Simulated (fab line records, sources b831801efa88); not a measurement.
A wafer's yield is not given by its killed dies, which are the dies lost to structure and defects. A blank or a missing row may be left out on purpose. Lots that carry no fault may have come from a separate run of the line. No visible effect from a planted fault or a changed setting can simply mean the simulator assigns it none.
Which tool is to blame? :: flow gf180mcu :: route of 602 steps, sampled at 1 step: 6 lots, 18 wafers

## WHAT THE GAUGES READ, wafer by wafer
GF_V5_THK_MEAS_03.
lot: L634
measured: day 27 07:50
on: film-metro-02
V5_CVD_02_THK (nm): 1444 1476 1443

lot: L638
measured: day 28 17:46
on: film-metro-03
V5_CVD_02_THK (nm): 1426 1449 1474

lot: L640
measured: day 29 09:13
on: film-metro-03
V5_CVD_02_THK (nm): 1446 1441 1433

lot: L642
measured: day 30 00:49
on: film-metro-02
V5_CVD_02_THK (nm): 1424 1442 1453

lot: L652
measured: day 32 10:50
on: film-metro-03
V5_CVD_02_THK (nm): 1448 1414 1467

lot: L654
measured: day 33 02:15
on: film-metro-04
V5_CVD_02_THK (nm): 1421 1469 1490

## WHAT TOOL EACH LOT RAN ON (gives the tool, then ch and the chambers of the sampled wafers, and finally the start)
Before these readings, the record contains no process step.

## THE ANSWER, worked out from the rows above alone
Rule: the usual values come from the lots themselves. Put in order of their means at a reading, lots are off if they are a third of the lots or fewer, leave a main group of 4 or more, and stand apart from it by a gap of 3 or more times the standard deviation of the main group's means; of several such gaps the widest counts. A main group is skipped when, at the precision printed for the reading in the tables above, its means are all equal. A lot without any number at a reading at which 4 lots or more have one is off too. Any other lot the step has rows for is counted as sound.
No lot is off at any reading shown: from this, nothing can be told.

## WHAT THE SIMULATOR PUT IN
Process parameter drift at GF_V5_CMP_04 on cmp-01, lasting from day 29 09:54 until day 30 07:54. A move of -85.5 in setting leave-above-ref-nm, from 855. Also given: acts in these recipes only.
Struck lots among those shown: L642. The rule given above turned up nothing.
